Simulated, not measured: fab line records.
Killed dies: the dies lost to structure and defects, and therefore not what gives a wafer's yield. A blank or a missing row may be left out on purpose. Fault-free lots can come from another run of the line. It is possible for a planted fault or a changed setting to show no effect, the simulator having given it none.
8D (eight disciplines) problem report, filled in by code + flow sky130 + the parts of the form that need people (team, actions taken, sign-off) are left out

== 1. WHAT WENT WRONG ==
CONTACT_HDPCVD_THK at SKY_CONTACT_THK_MEAS_03 reads a mean of 531 nm on 4 wafers of 3 lots; wafers without a fault read 563 nm with a standard deviation of 5. That puts it -6.4 standard deviations away from the usual mean.
Seen first at day 33 10:37 on film metro-01, wafer L567.2. The record holds 36 wafers of 12 lots with a number at this step. The rule behind "out" and "out of limits": a value lying over 4 standard deviations away from the usual mean. The other wafers with a number count as sound.

== 2. WHAT IT IS, WHAT IT ISN'T ==
| question                    | is                             | is not                                                                                             |
|-----------------------------|--------------------------------|----------------------------------------------------------------------------------------------------|
| which readings at this step | CONTACT_HDPCVD_THK             | -                                                                                                  |
| which lots                  | L567, L568, L570               | L559, L560, L563, L564, L565, L577, L580, L581, L582                                               |
| which wafers of those lots  | L567.2, L568.5, L570.2, L570.5 | L567.1, L567.4, L568.3, L568.6, L570.4                                                             |
| read on which gauges        | film metro-01, film metro-02   | film metro-04                                                                                      |
| when                        | from day 33 10:37              | up to then (17 sound wafers); but 15 sound wafers of L568, L570, L577, L580, L581, L582 came after |

== 3. THE SUSPECTS, EACH WITH WHAT RULES IT OUT ==
Counting: if a tool at a process step up to the reading ran every lot that is out, it stays a suspect. Sound lots after the first of them don't rule it out here, since some wafers of a struck lot are sound.
- the gauge at SKY_CONTACT_THK_MEAS_03 has been ruled out. 2 gauges (film metro-01, film metro-02) read the wafers that are out.
- hdpcvd-02 at SKY_CONTACT_HDPCVD_02 (deposits SiO2, target thk 565 nm, time 94.2 s): kept. It processed each lot that is out (first: L567, day 33 10:33); up to then, its last sound lot is L565 (day 33 03:22). On those wafers its own readings are out: run length s.
After counting, what remains is hdpcvd-02 at SKY_CONTACT_HDPCVD_02.

== 4. THE CAUSE (what the simulator had put in) ==
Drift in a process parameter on hdpcvd-02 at SKY_CONTACT_HDPCVD_02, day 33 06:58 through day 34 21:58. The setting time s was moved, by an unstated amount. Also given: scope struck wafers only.
The count eliminated every tool but this one.

== 5. THE EFFECT CHAIN, in route order ==
Each row: a reading where the mean over the struck wafers with a number is more than 3 standard deviations away from the usual. Readings are gone through only where the record gives a usual standard deviation; hours: the median, over the lots, of the time from a lot's start at the first step in this table giving one to that lot's start at this step; sigmas: the change measured in usual standard deviations.
| hours | step                    | reading            | usual   | on struck wafers | change | sigmas |
|-------|-------------------------|--------------------|---------|------------------|--------|--------|
| 0     | SKY_CONTACT_HDPCVD_02   | run length s       | 122.1 s | 117.6            | -4.5   | -9.4   |
| 0     | SKY_CONTACT_THK_MEAS_03 | CONTACT_HDPCVD_THK | 563 nm  | 531              | -32    | -6.4   |
The process steps in it:
- SKY_CONTACT_HDPCVD_02: deposits SiO2, target thk 565 nm, time 94.2 s.
Later steps that measure or inspect, where all struck wafers having a row at the step show a number for every such reading and not one has moved that far: SKY_VIA1_OVL_MEAS_13.

== 6. HOW IT WOULD HAVE BEEN CAUGHT EARLIER ==
Counted from the fault's start at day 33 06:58, it took 4 hours until the first out-of-limits reading at a measuring or inspecting step in this record, taken at day 33 10:37.
At SKY_CONTACT_HDPCVD_02, the tool's own readings (run length s) were out on each struck wafer the step has a row for, so an alarm limit on them would have fired on the first such wafer.
Among the 3 lots that are out, L568, L570 began SKY_CONTACT_HDPCVD_02 on hdpcvd-02 after day 33 10:37. A hold on the tool at that time would have spared those 2.
